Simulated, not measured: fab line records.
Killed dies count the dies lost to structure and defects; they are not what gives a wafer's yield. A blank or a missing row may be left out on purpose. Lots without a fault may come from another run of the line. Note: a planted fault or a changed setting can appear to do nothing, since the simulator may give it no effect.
Check for tools in common :: flow sky130 :: 45 wafers sampled across 13 lots

== WHAT PROMPTED THE OPENING ==
On 2 of the 13 lots, a flag is raised at SKY_LDD_P_CD_MEAS_07 on the reading cd_nm. Fault-free wafers read 380.8 nm, with a standard deviation of 2.6.
Rule: a lot is flagged in two cases, either no wafer of it has a number, or all its wafers with numbers fall more than 4 standard deviations from that mean. The rest of the lots are taken to be sound.

lot: L886
measured: day 18 15:49
on: cd_sem-02
cd_nm (nm), wafer by wafer: 378.0 377.2 379.8
flag: 

lot: L888
measured: day 19 14:55
on: cd_sem-01
cd_nm (nm), wafer by wafer: 378.1 376.7 377.8
flag: 

lot: L887
measured: day 19 14:58
on: cd_sem-02
cd_nm (nm), wafer by wafer: 381.9 383.5 382.0
flag: 

lot: L889
measured: day 20 10:16
on: cd_sem-01
cd_nm (nm), wafer by wafer: 384.2 381.5 382.9
flag: 

lot: L890
measured: day 20 10:31
on: cd_sem-01
cd_nm (nm), wafer by wafer: 421.1 422.2 419.2 421.0 422.5 419.2
flag: FLAGGED

lot: L895
measured: day 22 05:11
on: cd_sem-02
cd_nm (nm), wafer by wafer: 417.0 418.5 415.8 417.4 418.4 415.7
flag: FLAGGED

lot: L901
measured: day 24 17:35
on: cd_sem-02
cd_nm (nm), wafer by wafer: 381.6 381.5 381.5
flag: 

lot: L902
measured: day 25 04:29
on: cd_sem-01
cd_nm (nm), wafer by wafer: 382.3 382.7 382.6
flag: 

lot: L904
measured: day 25 09:49
on: cd_sem-02
cd_nm (nm), wafer by wafer: 383.2 383.2 382.7
flag: 

lot: L903
measured: day 25 12:49
on: cd_sem-01
cd_nm (nm), wafer by wafer: 381.9 380.6 378.9
flag: 

lot: L906
measured: day 26 05:37
on: cd_sem-02
cd_nm (nm), wafer by wafer: 379.9 377.1 380.0
flag: 

lot: L907
measured: day 26 12:20
on: cd_sem-02
cd_nm (nm), wafer by wafer: 379.3 379.0 374.3
flag: 

lot: L909
measured: day 27 11:37
on: cd_sem-01
cd_nm (nm), wafer by wafer: 379.6 377.8 381.9
flag: 
On average the flagged lots' numbers are 419.0 nm, which is +38.2 nm against the usual, or +15 standard deviations.

== WHICH TOOL EACH LOT WENT THROUGH ==
The record holds 1 process step before the reading, out of a route of 708 steps. Cell contents, in order: the tool; ch with the chambers the sampled wafers went through; the start.
lot: L886
flag: 
SKY_LDD_P_DEVELOP_06: litho_track-04 ch 0, day 18 15:41

lot: L888
flag: 
SKY_LDD_P_DEVELOP_06: litho_track-02 ch 0, day 19 14:46

lot: L887
flag: 
SKY_LDD_P_DEVELOP_06: litho_track-03 ch 0, day 19 14:50

lot: L889
flag: 
SKY_LDD_P_DEVELOP_06: litho_track-02 ch 0, day 20 10:07

lot: L890
flag: FLAGGED
SKY_LDD_P_DEVELOP_06: litho_track-02 ch 0, day 20 10:22

lot: L895
flag: FLAGGED
SKY_LDD_P_DEVELOP_06: litho_track-02 ch 0, day 22 05:02

lot: L901
flag: 
SKY_LDD_P_DEVELOP_06: litho_track-02 ch 0, day 24 17:26

lot: L902
flag: 
SKY_LDD_P_DEVELOP_06: litho_track-02 ch 0, day 25 04:19

lot: L904
flag: 
SKY_LDD_P_DEVELOP_06: litho_track-03 ch 0, day 25 09:40

lot: L903
flag: 
SKY_LDD_P_DEVELOP_06: litho_track-03 ch 0, day 25 12:40

lot: L906
flag: 
SKY_LDD_P_DEVELOP_06: litho_track-02 ch 0, day 26 05:28

lot: L907
flag: 
SKY_LDD_P_DEVELOP_06: litho_track-02 ch 0, day 26 12:11

lot: L909
flag: 
SKY_LDD_P_DEVELOP_06: litho_track-03 ch 0, day 27 11:28
What is done by these steps:
- SKY_LDD_P_DEVELOP_06: develop time 60 s.
- SKY_LDD_P_CD_MEAS_07: target cd 380 nm.

== FLAGGED AGAINST TOTAL, ONE TOOL AT A TIME (gauges that did the reading follow at the end) ==
step: SKY_LDD_P_DEVELOP_06
tool: litho_track-02
lots run: 8
flagged: 2
share of the flagged lots: all
sound lots run after its first flagged lot: 4 (L901,L902,L906,L907)

step: SKY_LDD_P_DEVELOP_06
tool: litho_track-03
lots run: 4
flagged: 0
share of the flagged lots: none
sound lots run after its first flagged lot: -

step: SKY_LDD_P_DEVELOP_06
tool: litho_track-04
lots run: 1
flagged: 0
share of the flagged lots: none
sound lots run after its first flagged lot: -

step: SKY_LDD_P_CD_MEAS_07
tool: cd_sem-01
lots run: 6
flagged: 1
share of the flagged lots: some
sound lots run after its first flagged lot: 3 (L902,L903,L909)

step: SKY_LDD_P_CD_MEAS_07
tool: cd_sem-02
lots run: 7
flagged: 1
share of the flagged lots: some
sound lots run after its first flagged lot: 4 (L901,L904,L906,L907)

== WHAT THE TABLE ALLOWS ==
In the table, 1 row covers all flagged lots: litho_track-02 at SKY_LDD_P_DEVELOP_06.
- litho_track-02 at SKY_LDD_P_DEVELOP_06 ran 8 lots, 2 of them flagged. Sound lots ran on it after the first flagged one (L901, L902, L906, L907), which a lasting fault on the whole tool wouldn't allow.
None of the table's rows ran every flagged lot and, after the first, no sound lot.

== WHAT THE SIMULATOR HAD PUT IN ==
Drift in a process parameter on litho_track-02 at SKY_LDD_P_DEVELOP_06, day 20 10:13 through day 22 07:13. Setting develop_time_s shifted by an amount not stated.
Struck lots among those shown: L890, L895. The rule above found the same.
